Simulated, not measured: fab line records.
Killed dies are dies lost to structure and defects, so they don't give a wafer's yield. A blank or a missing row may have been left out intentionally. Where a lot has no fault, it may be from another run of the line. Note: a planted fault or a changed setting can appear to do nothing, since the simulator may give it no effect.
Struck lot and sound lot, side by side | flow gf180mcu | 14 steps out of a route of 602
Sound: these wafers, L528.2, L528.4, L528.5. Struck: wafers L541.2, L541.4, L541.5. The cause is given at the end.
Per side, at each step with rows, come the tool, then ch with its chambers, and then its first start. Under that, the readings that differ: sound wafers | struck wafers | difference of the means | sigmas: that difference in standard deviations of wafers without a fault.
alike: readings whose means differ by less than 2 such deviations, and words and numbers that are the same on both sides. not compared: withheld readings, readings that some wafer has no value for, bounds like >300 that may hide the same value, and numbers for which the record gives no deviation and whose values overlap.
A row with sigmas, a row that says differs or no value, or rows on one side alone: a step with any of these is where the two part. Numbers that don't overlap but have no deviation are shown without sigmas and don't part them. A reading that every wafer of one side lacks parts them only if that side has two wafers or more.

first, 4 steps without rows for these wafers: GF_HV_LDD_IMPLANT_33; GF_HV_LDD_IMPLANT_34; GF_HV_LDD_IMPLANT_35; GF_HV_LDD_IMPLANT_36.
GF_HV_LDD_STRIP_37: strips in O2/N2.
  sound on plasma-asher-02 ch 0,1, day 13 06:44; struck on plasma-asher-03 ch 0,1, day 17 07:56
  alike: chamber-pressure-mTorr, drypump-motor-current-A, heater-power-w, oes-product-au, strip-time-to-endpoint-s
  not compared: rf-hours-counter-h
GF_HV_LDD_TW_MEAS_38:
  sound on film-metro-04, day 13 06:51; struck on film-metro-02, day 17 08:03
  alike: HV_LDD_3_TW
then, 6 steps without rows for these wafers: GF_HV_LDD_DEHYDRATE_39 (time 60 s); GF_HV_LDD_HMDS_40 (prime time 60 s); GF_HV_LDD_COAT_41 (resist thk 1000 nm); GF_HV_LDD_SOFTBAKE_42 (time 60 s); GF_HV_LDD_EXPOSE_43 (exposes mask Pplus HV AREA, target cd 400 nm); GF_HV_LDD_PEB_44.
GF_HV_LDD_DEVELOP_45: develop time 60 s.
  struck on litho-track-01, day 18 06:41; sound on litho-track-03 ch 0, day 14 02:58
  no value came back on the struck wafers for chill-plate-temp-C (C), develop-time-s (s); on the sound wafers chill-plate-temp-C (C) reads 22.94 22.94 22.98
GF_HV_LDD_CD_MEAS_46 targets a cd of 400 nm.
  sound on cd-sem-02, day 14 03:06; struck on cd-sem-01, day 18 06:50
  reading    | sound             | struck | difference                    | sigmas
  cd-nm (nm) | 400.5 399.7 398.3 | - - -  | no value on the struck wafers |

## WHERE THEY PART
First at GF_HV_LDD_DEVELOP_45; last, within this record, at GF_HV_LDD_CD_MEAS_46.

WHY: what the simulator had put in
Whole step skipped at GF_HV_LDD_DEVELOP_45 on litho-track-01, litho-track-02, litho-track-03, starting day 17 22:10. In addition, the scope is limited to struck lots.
